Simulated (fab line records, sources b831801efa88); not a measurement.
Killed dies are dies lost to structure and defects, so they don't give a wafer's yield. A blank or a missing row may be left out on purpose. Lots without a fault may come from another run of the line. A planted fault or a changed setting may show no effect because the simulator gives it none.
fab line records | flow sky130
record lots=6 wafers=18 last_day=50
route steps=708 shown METAL5@664 PAD_OPEN@708
lots that met no fault: from a run of the same line without faults
start_h: hours from the record's first day to the start of the lot's first wafer shown | wait_h: hours since the lot's step before | " the same as in the row above | L1.1+2: a row that stands for several wafers | - no value, or no start given | * or withheld: withheld | < > ~ a bound
route shown NAME@n: a module of which the file shows steps, and the number in the route of the first | usual: mean/standard deviation of fault-free wafers | same: alike in all rows | chamber/n: place in a boat | sites: the reading at each site | _std_site: their standard deviation | _edge_site: outer sites' mean less inner sites' | radius_mm: how far each site lies from the wafer's centre | mask NAME#n: copy n | behind: the tool/chamber that last shaped the wafer | hold: why the lot was held/for how many hours/how that ended | device: the transistor (n, p or np) that didn't switch | end of line: the same wafers' tests at the end of the route | a step without rows: its recipe alone | killed: dies lost to structure and defects at the first sort, not the wafer's yield | map: a wafer's dies, x killed, . not, _ none there
set.NAME: the setting as run; set.NAME@STEP: as run at that earlier step | model.NAME: the simulator's own value behind a step, which no gauge read
lots at some steps of the route; a table a step, a row a wafer
services: from which hour (start_h, from the record's first day; less than 0 if before it) a tool's chamber was out of use, for how many hours, and why
## steps
# step SKY_METAL5_SPUTTER_03
# recipe material=Ti target_thk_nm=5 power_w=3000 time_s=3.3 chamber_pressure_pa=0.4
# usual throttle_valve_pct=29.5/1
# columns lot.wafer tool chamber start_h wait_h throttle_valve_pct
L381.1 pvd_sputter-04 - 996.19 0.0 30.1
L381.5 " - " " 29.9
L381.6 " - " " 30.5
L385.4 pvd_sputter-04 - 1021.59 0.0 30.2
L385.5 " - " " 30.2
L385.6 " - " " 27.1
L392.1 pvd_sputter-02 - 1086.60 0.0 30.2
L392.2 " - " " 29.3
L392.3 " - " " 29.5
L395.2 pvd_sputter-04 - 1102.02 0.0 27.2
L395.3 " - " " 30.0
L395.6 " - " " 29.9
L402.1 pvd_sputter-04 - 1147.70 0.0 30.0
L402.2 " - " " 27.4
L402.6 " - " " 27.0
L404.4 pvd_sputter-04 - 1159.81 0.0 30.3
L404.5 " - " " 30.1
L404.6 " - " " 30.7
# step SKY_METAL5_SPUTTER_04
# recipe material=TiN target_thk_nm=70 power_w=6500 time_s=58.3 chamber_pressure_pa=0.4
# usual throttle_valve_pct=29.5/1
# columns lot.wafer tool chamber start_h wait_h throttle_valve_pct
L381.1 pvd_sputter-04 - 996.21 0.0 30.4
L381.5 " - " " 30.1
L381.6 " - " " 30.4
L385.4 pvd_sputter-04 - 1021.61 0.0 30.2
L385.5 " - " " 30.3
L385.6 " - " " 27.0
L392.1 pvd_sputter-02 - 1086.62 0.0 30.1
L392.2 " - " " 29.1
L392.3 " - " " 29.2
L395.2 pvd_sputter-04 - 1102.04 0.0 27.3
L395.3 " - " " 29.9
L395.6 " - " " 30.0
L402.1 pvd_sputter-04 - 1147.72 0.0 30.0
L402.2 " - " " 27.2
L402.6 " - " " 26.9
L404.4 pvd_sputter-04 - 1159.85 0.0 30.1
L404.5 " - " " 29.7
L404.6 " - " " 30.8
# step SKY_METAL5_RS_MEAS_05
# recipe thk_meas_gauge=four-point-probe reads=TiN_of_METAL5_SPUTTER_04+Ti_of_METAL5_SPUTTER_03+AlCu_of_METAL5_SPUTTER_02+TiN_of_METAL5_SPUTTER_01+Ti_of_METAL5_SPUTTER_00
# usual METAL5_ALCU_RS=0.02697/0.00021
# columns lot.wafer tool chamber start_h wait_h METAL5_ALCU_RS[ohm/sq]
L381.1 film_metro-03 - 996.26 0.0 0.02754
L381.5 " - " " 0.02748
L381.6 " - " " 0.02745
L385.4 film_metro-01 - 1021.72 0.1 0.0268
L385.5 " - " " 0.02673
L385.6 " - " " 0.02684
L392.1 film_metro-01 - 1086.67 0.0 0.02691
L392.2 " - " " 0.02693
L392.3 " - " " 0.02698
L395.2 film_metro-03 - 1102.10 0.0 0.02674
L395.3 " - " " 0.02673
L395.6 " - " " 0.02667
L402.1 film_metro-02 - 1147.77 0.0 0.0269
L402.2 " - " " 0.0266
L402.6 " - " " 0.02694
L404.4 film_metro-03 - 1159.93 0.1 0.02698
L404.5 " - " " 0.02715
L404.6 " - " " 0.02705
# step SKY_METAL5_THK_MEAS_06
# recipe thk_meas_gauge=xrf reads=AlCu_of_METAL5_SPUTTER_02
# usual METAL5_ALCU_THK=1143/10
# columns lot.wafer tool chamber start_h wait_h METAL5_ALCU_THK[nm]
L381.1 film_metro-03 - 996.38 0.1 1120
L381.5 " - " " 1121
L381.6 " - " " 1125
L385.4 film_metro-01 - 1021.81 0.1 1150
L385.5 " - " " 1155
L385.6 " - " " 1142
L392.1 film_metro-01 - 1086.79 0.1 1145
L392.2 " - " " 1148
L392.3 " - " " 1145
L395.2 film_metro-03 - 1102.21 0.1 1150
L395.3 " - " " 1149
L395.6 " - " " 1155
L402.1 film_metro-02 - 1147.89 0.1 1140
L402.2 " - " " 1157
L402.6 " - " " 1133
L404.4 film_metro-03 - 1160.02 0.1 1135
L404.5 " - " " 1140
L404.6 " - " " 1136
# step SKY_METAL5_DEHYDRATE_07
# recipe temp_c=200 time_s=60
# step SKY_METAL5_HMDS_08
# recipe prime_time_s=60 prime_temp_c=120
# step SKY_METAL5_COAT_09
# recipe resist=NOVOLAK spin_rpm=3000 resist_thk_nm=1800
# step SKY_METAL5_SOFTBAKE_10
# recipe temp_c=90 time_s=60 resist=NOVOLAK
# step SKY_METAL5_EXPOSE_11
# recipe mask_id=MM5 na=0.6 source_shape=conventional sigma_outer=0.6 polarization=unpolarized target_cd_nm=1600 dose_mj=190
# step SKY_METAL5_PEB_12
# recipe temp_c=withheld time_s=* resist=NOVOLAK
# step SKY_METAL5_DEVELOP_13
# recipe resist=NOVOLAK developer=TMAH develop_time_s=60 dev_temp_c=23
# step SKY_METAL5_DESCUM_14
# recipe chemistry=O2 source_power_w=150 bias_power_w=0 pressure_mtorr=10 temp_c=40 time_s=11
# usual drypump_motor_current_A=5.4/0.39 he_backside_leak_sccm=3.44/0.14 oes_product_au=1.000/0.0083
# columns lot.wafer tool chamber start_h wait_h drypump_motor_current_A he_backside_leak_sccm oes_product_au rf_hours_counter_h
L381.1 rie_metal-04 1 1018.41 0.1 6.0 3.65 1.001 9
L381.5 " 1 " " 6.0 3.67 0.998 -
L381.6 " 0 " " 5.6 3.31 0.994 -
L385.4 rie_metal-02 1 1043.59 0.1 5.1 3.28 1.007 -
L385.5 " 0 " " 4.9 3.20 1.004 -
L385.6 " 1 " " 5.1 3.34 1.004 -
L392.1 rie_metal-02 1 1107.03 0.1 5.1 3.46 1.001 16
L392.2 " 0 " " 4.8 3.22 0.999 17
L392.3 " 0 " " 4.8 3.29 0.997 -
L395.2 rie_metal-02 0 1121.61 0.1 4.8 3.34 1.010 18
L395.3 " 0 " " 4.9 3.36 1.000 -
L395.6 " 1 " " 5.1 3.43 0.993 -
L402.1 rie_metal-01 1 1165.46 0.1 5.7 3.44 1.000 16
L402.2 " 0 " " 5.3 3.58 1.019 26
L402.6 " 1 " " 5.7 3.32 1.003 -
L404.4 rie_metal-04 0 1177.17 0.1 5.7 3.27 1.009 -
L404.5 " 0 " " 5.7 3.25 1.009 -
L404.6 " 1 " " 6.0 3.42 1.008 -
# step SKY_METAL5_METAL_ETCH_15
# recipe target_depth_a=12600 stop_on=SiO2 over_etch_frac=0.1843 time_s=252 chemistry=Cl2/BCl3 resist_sidewall_deg=86 pressure_mtorr=10 icp_w=900 bias_w=48.5 Cl2_flow_sccm=60 bcl3_flow_sccm=30
# usual drypump_motor_current_A=5.4/0.4 he_backside_leak_sccm=3.45/0.16 oes_product_au=0.901/0.0052 rf_fwd_power_W=897.2/2.8 throttle_valve_pct=22.265/0.009
# columns lot.wafer tool chamber start_h wait_h drypump_motor_current_A he_backside_leak_sccm oes_product_au rf_fwd_power_W rf_hours_counter_h throttle_valve_pct model.NOVOLAK_of_METAL5_COAT_09.thk_nm model.METAL5.cd_nm model.SiO2_of_VIA4_HDPCVD_00.thk_nm
L381.1 rie_metal-04 1 1018.45 0.0 6.0 3.57 0.911 896.5 9 22.278 1039 1583 551
L381.5 " 1 " " 6.0 3.50 0.907 894.0 - 22.264 1034 1584 550.1
L381.6 " 0 " " 5.7 3.16 0.911 897.2 - 22.272 1056 1594 549.9
L385.4 rie_metal-02 1 1043.69 0.1 5.1 3.40 0.893 900.7 - 22.263 1052 1603 550.3
L385.5 " 0 " " 4.9 3.31 0.901 894.2 - 22.247 1046 1601 550.3
L385.6 " 1 " " 5.1 3.32 0.903 903.3 - 22.251 1047 1603 548.6
L392.1 rie_metal-02 1 1107.06 0.0 5.1 3.45 0.906 751.3 16 22.264 1139 1613 550.3
L392.2 " 0 " " 4.9 3.38 0.907 755.2 17 22.263 1150 1614 551.6
L392.3 " 0 " " 4.9 3.33 0.899 758.2 - 22.257 1141 1611 551.4
L395.2 rie_metal-02 0 1121.65 0.0 4.9 3.30 0.889 753.7 18 22.273 1172 1613 552.5
L395.3 " 0 " " 4.9 3.27 0.899 756.3 - 22.254 1165 1612 552.1
L395.6 " 1 " " 5.1 3.21 0.886 753.1 - 22.243 1163 1616 552.7
L402.1 rie_metal-01 1 1165.50 0.0 5.7 3.39 0.905 896.6 16 22.257 1066 1595 549.7
L402.2 " 0 " " 5.3 3.62 0.899 898.7 26 22.271 1044 1603 550.4
L402.6 " 1 " " 5.7 3.19 0.906 900.4 - 22.277 1054 1600 549.7
L404.4 rie_metal-04 0 1177.28 0.1 5.7 3.35 0.893 896.5 - 22.264 1035 1611 549.7
L404.5 " 0 " " 5.7 3.49 0.899 897.9 - 22.252 1029 1609 549.7
L404.6 " 1 " " 6.0 3.81 0.904 898.1 - 22.276 1026 1598 550.3
# step SKY_METAL5_STRIP_16
# recipe chemistry=O2/N2 power_w=1400 pressure_mtorr=1500 platen_temp_c=withheld o2_flow_sccm=3000 n2_flow_sccm=300 overash_fraction=0.5
# usual drypump_motor_current_A=5.5/0.34 n2_flow_sccm=299.9/0.88 o2_flow_sccm=3000/9.5 oes_product_au=0.710/0.0048 strip_time_to_endpoint_s=13.17/0.12
# same overash_fraction=0.5
# columns lot.wafer tool chamber start_h wait_h drypump_motor_current_A n2_flow_sccm o2_flow_sccm oes_product_au rf_hours_counter_h strip_time_to_endpoint_s
L381.1 plasma_asher-01 0 1018.68 0.2 5.5 300.7 2999 0.716 121 13.13
L381.5 " 0 " " 5.5 300.8 3002 0.707 - 13.06
L381.6 " 1 " " 5.9 300.5 3015 0.701 - 13.29
L385.4 plasma_asher-03 1 1043.88 0.1 5.5 298.7 3001 0.709 - 13.24
L385.5 " 1 " " 5.5 300.4 3013 0.710 - 13.20
L385.6 " 0 " " 5.4 299.5 3007 0.701 - 13.21
L392.1 plasma_asher-03 1 1107.30 0.2 5.5 299.5 2998 0.702 99 14.26
L392.2 " 0 " " 5.4 301.2 3008 0.721 99 14.37
L392.3 " 1 " " 5.5 299.4 2987 0.708 - 14.29
L395.2 plasma_asher-03 0 1121.88 0.2 5.4 299.3 3000 0.708 100 14.61
L395.3 " 1 " " 5.5 298.1 3003 0.703 - 14.53
L395.6 " 1 " " 5.5 298.7 3008 0.708 - 14.52
L402.1 plasma_asher-02 0 1165.73 0.2 6.0 300.4 2989 0.712 73 13.42
L402.2 " 1 " " 5.0 300.1 3009 0.706 73 13.18
L402.6 " 0 " " 6.0 300.7 2999 0.717 - 13.27
L404.4 plasma_asher-01 1 1177.47 0.1 5.9 297.5 3003 0.706 - 13.07
L404.5 " 1 " " 5.9 298.1 2996 0.712 - 13.00
L404.6 " 0 " " 5.5 300.1 3005 0.713 - 12.97
# step SKY_METAL5_STRIP_17
# recipe chemistry=post_etch_residue_remover time_s=1200 temp_c=72.5
# step SKY_PAD_OPEN_PROBE_99
# columns lot.wafer tool chamber start_h wait_h model.etest.met5.width_nm model.etest.met5_comb.leak_log10_a_um
L381.1 prober-02 - 1066.11 0.1 1584 -12.01
L381.5 prober-02 - 1066.31 0.2 1585 -11.97
L381.6 prober-02 - 1066.36 0.2 1594 -12.18
L385.4 prober-02 - 1089.56 0.2 1604 -12.07
L385.5 prober-02 - 1089.61 0.2 1600 -11.92
L385.6 prober-02 - 1089.66 0.2 1604 -12.15
L392.1 prober-02 - 1149.13 0.1 1613 -9.582
L392.2 prober-02 - 1149.18 0.1 1613 -9.037
L392.3 prober-02 - 1149.23 0.2 1611 -8.159
L402.1 prober-02 - 1201.33 0.1 1597 -11.86
L402.2 prober-02 - 1201.38 0.1 1603 -11.87
L402.6 prober-02 - 1201.58 0.2 1602 -12.02
L404.4 prober-01 - 1210.94 0.2 1612 -11.98
L404.5 prober-01 - 1210.99 0.2 1609 -11.81
L404.6 prober-01 - 1211.04 0.2 1600 -11.97
# killed by level:class
L381.1 CONTACT:geometric_particle:open=8 VIA1:geometric_particle:open=8 FIELD_ISO:geometric_particle:open=7 LI_CONTACT:geometric_particle:open=7 CONTACT:geometric_particle:short=7 METAL1:geometric_particle:short=7 VIA2:geometric_particle:open=6 METAL2:geometric_particle:short=5
L381.5 FIELD_ISO:geometric_particle:short=8 LI_CONTACT:geometric_particle:open=7 CONTACT:geometric_particle:open=7 METAL1:geometric_particle:short=6 VIA2:geometric_particle:open=6 VIA1:geometric_particle:short=5 VIA1:geometric_particle:open=5 METAL2:geometric_particle:short=5
L381.6 VIA2:geometric_particle:open=12 VIA1:geometric_particle:open=11 VIA1:geometric_particle:short=8 LI_CONTACT:geometric_particle:open=7 VIA3:geometric_particle:open=6 FIELD_ISO:geometric_particle:short=5 CONTACT:geometric_particle:short=5 CONTACT:geometric_particle:open=5
L385.4 VIA2:geometric_particle:open=12 METAL2:geometric_particle:short=9 VIA1:geometric_particle:open=6 VIA3:geometric_particle:short=6 CONTACT:geometric_particle:open=6 POLY_GATE:geometric_particle:open=5 METAL1:geometric_particle:short=5 FIELD_ISO:geometric_particle:short=4
L385.5 POLY_GATE:geometric_particle:short=8 CONTACT:geometric_particle:open=8 VIA1:geometric_particle:open=8 VIA2:geometric_particle:open=8 FIELD_ISO:geometric_particle:short=7 METAL1:geometric_particle:short=6 POLY_GATE:geometric_particle:open=5 LI_CONTACT:geometric_particle:open=5
L385.6 VIA3:geometric_particle:open=11 CONTACT:geometric_particle:open=11 LI_CONTACT:geometric_particle:open=9 VIA1:geometric_particle:open=7 POLY_GATE:geometric_particle:open=5 POLY_GATE:geometric_particle:short=5 FIELD_ISO:geometric_particle:open=4 FIELD_ISO:geometric_particle:short=4
L402.1 VIA1:geometric_particle:open=13 CONTACT:geometric_particle:open=12 VIA3:geometric_particle:open=9 LI_CONTACT:geometric_particle:open=8 LOCAL_INTERCONNECT:geometric_particle:short=6 METAL1:geometric_particle:short=5 POLY_GATE:geometric_particle:open=4 CONTACT:geometric_particle:short=4
L402.2 CONTACT:geometric_particle:open=10 LI_CONTACT:geometric_particle:open=8 METAL2:geometric_particle:short=6 VIA2:geometric_particle:open=6 CONTACT:geometric_particle:short=5 LOCAL_INTERCONNECT:geometric_particle:short=4 FIELD_ISO:geometric_particle:open=3 POLY_GATE:geometric_particle:short=3
L402.6 VIA1:geometric_particle:open=10 CONTACT:geometric_particle:open=6 METAL2:geometric_particle:short=6 METAL1:geometric_particle:short=5 VIA2:geometric_particle:open=5 POLY_GATE:geometric_particle:short=4 LOCAL_INTERCONNECT:geometric_particle:short=4 FIELD_ISO:geometric_particle:open=3
L404.4 VIA1:geometric_particle:open=11 CONTACT:geometric_particle:open=10 VIA2:geometric_particle:open=9 LI_CONTACT:geometric_particle:open=7 CONTACT:geometric_particle:short=7 METAL2:geometric_particle:short=6 VIA1:geometric_particle:short=6 FIELD_ISO:geometric_particle:short=5
L404.5 CONTACT:geometric_particle:open=10 VIA1:geometric_particle:open=9 CONTACT:geometric_particle:short=7 METAL1:geometric_particle:short=7 VIA3:geometric_particle:open=7 FIELD_ISO:geometric_particle:open=5 LOCAL_INTERCONNECT:geometric_particle:short=5 VIA2:geometric_particle:open=5
L404.6 CONTACT:geometric_particle:open=12 VIA1:geometric_particle:open=8 METAL3:geometric_particle:short=7 METAL1:geometric_particle:short=6 LI_CONTACT:geometric_particle:open=5 METAL2:geometric_particle:short=5 VIA3:geometric_particle:open=5 VIA2:geometric_particle:open=5
## services
# columns tool chamber start_h hours kind
rie_metal-01 - 993.61 0.2 repair
rie_metal-02 - 994.45 1.2 repair
pvd_sputter-04 3 996.26 - consumable_replace:kit
pvd_sputter-04 3 996.26 18.0 scheduled_down
pvd_sputter-04 3 996.26 18.0 vent_cycle
rie_metal-02 1 998.34 22.1 repair
rie_metal-01 - 1003.69 1.4 pm
rie_metal-02 0 1015.91 9.0 repair
plasma_asher-01 - 1055.25 9.0 pm
plasma_asher-01 0 1055.25 9.0 vent_cycle
plasma_asher-01 1 1055.25 9.0 vent_cycle
plasma_asher-02 - 1060.20 0.7 repair
rie_metal-01 - 1062.38 15.6 pm
plasma_asher-01 0 1064.25 - clean
pvd_sputter-04 2 1071.37 - consumable_replace:kit
pvd_sputter-04 2 1071.37 18.0 scheduled_down
pvd_sputter-04 2 1071.37 18.0 vent_cycle
rie_metal-02 - 1071.55 0.4 repair
pvd_sputter-02 - 1093.91 1.5 repair
rie_metal-02 1 1115.28 3.5 repair
rie_metal-04 - 1137.39 0.4 repair
pvd_sputter-04 1 1156.11 - consumable_replace:kit
pvd_sputter-04 1 1156.11 18.0 scheduled_down
pvd_sputter-04 1 1156.11 18.0 vent_cycle
## key
first_sign step=SKY_METAL5_METAL_ETCH_15 reading=rf_fwd_power_W direction=down sigmas=50 usual=897.2 struck=754.6
effect step=SKY_METAL5_STRIP_16 reading=strip_time_to_endpoint_s direction=up sigmas=11 usual=* struck=*
model_effect step=SKY_METAL5_METAL_ETCH_15 value=NOVOLAK_of_METAL5_COAT_09.thk_nm without=1053 struck=1155
model_effect step=SKY_PAD_OPEN_PROBE_99 value=etest.met5.width_nm without=1598 struck=1612
met_at SKY_METAL5_METAL_ETCH_15
struck_wafers L392.1,L392.2,L392.3,L395.2,L395.3,L395.6
sort_left_out L392.1,L392.2,L392.3,L395.2,L395.3,L395.6
onset_between 1043.69 1107.06
fault kind=process_parameter_drift tool=rie_metal-02 chamber=- onset_h=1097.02 steps=SKY_METAL5_METAL_ETCH_15 channel=icp_w offset=-144 shape=step end_h=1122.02 acts_in=these_recipes_only stated=900
# sort_left_out: the simulated sort isn't trusted on such a fault, so these wafers' sort isn't shown, and their yield isn't known
